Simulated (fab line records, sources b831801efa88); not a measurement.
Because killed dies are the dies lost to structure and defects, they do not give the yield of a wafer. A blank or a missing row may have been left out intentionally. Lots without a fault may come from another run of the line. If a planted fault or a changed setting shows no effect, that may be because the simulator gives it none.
2 desks looking at one fault / flow gf180mcu / every desk sees just its own numbers, and what lay behind them comes last

== THE TOOL OWNER'S DESK: pecvd-02 ==
The tool's own readings at GF_V3_CVD_02 (deposits SiO2 from TEOS, target thk 850 nm, time 94.851 s): means of the sampled wafers that have a number, for each lot that ran on this tool. A lot is out of limits, marked OUT, if its mean lies more than 4 standard deviations from the usual mean; the brackets give that distance.
Columns: A = heaterPowerW at GF_V3_CVD_02, usual 699 W; B = runLengthS at GF_V3_CVD_02, usual 122.5 s
lot=L814; first seen here=day 21 19:17; A=773; B=122.1
lot=L816; first seen here=day 22 08:20; A=712; B=122.3
lot=L818; first seen here=day 23 01:04; A=713; B=116.7 (-11) OUT
lot=L819; first seen here=day 23 17:52; A=693; B=119.2 (-6.2) OUT
lot=L828; first seen here=day 26 16:22; A=739; B=122.0
lot=L830; first seen here=day 27 08:05; A=676; B=122.4
lot=L831; first seen here=day 27 15:51; A=700; B=122.2
lot=L834; first seen here=day 28 11:20; A=670; B=121.8
This desk finds L818, L819 out of limits, L818 being first, at day 23 01:04 (runLengthS at GF_V3_CVD_02). L814, L816, L828, L830, L831, L834: within limits.

== FROM THE METROLOGY DESK ==
Means of the sampled wafers that have a number, per lot and without regard to the tool the lot ran on: this is what the gauges read. A lot is out of limits, marked OUT, if its mean lies more than 4 standard deviations from the usual mean; the brackets give that distance.
Columns: A = V3_CVD_02_THK at GF_V3_THK_MEAS_03, usual 853 nm
lot=L814; first seen here=day 21 19:22; A=855
lot=L815; first seen here=day 22 04:59; A=864
lot=L816; first seen here=day 22 08:24; A=841
lot=L818; first seen here=day 23 01:08; A=801 (-4.7) OUT
lot=L819; first seen here=day 23 17:57; A=840
lot=L820; first seen here=day 23 22:46; A=853
lot=L828; first seen here=day 26 16:26; A=852
lot=L830; first seen here=day 27 08:10; A=859
lot=L831; first seen here=day 27 15:55; A=865
lot=L832; first seen here=day 27 22:16; A=845
lot=L834; first seen here=day 28 11:24; A=858
This desk's result: L818 out of limits, first on L818 (V3_CVD_02_THK at GF_V3_THK_MEAS_03), day 23 01:08. L814, L815, L816, L819, L820, L828, L830, L831, L832, L834: within limits.

== TAKEN TOGETHER ==
The tool owner's desk could have raised an alarm at day 23 01:04, on L818, L819.
At day 23 01:08 the metrology desk could have sounded an alarm, on L818.
The metrology desk has L819 on record, within its limits.
On pecvd-02, each named lot ran GF_V3_CVD_02.

== WHAT THE SIMULATOR PUT IN ==
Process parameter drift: pecvd-02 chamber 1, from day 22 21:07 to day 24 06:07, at GF_V3_CVD_02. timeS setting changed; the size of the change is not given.
Shown lots that were struck: L818, L819.
Counting hours from when the fault started, the first reading out of limits came at 4 for the tool owner's desk and at 4 for the metrology desk.
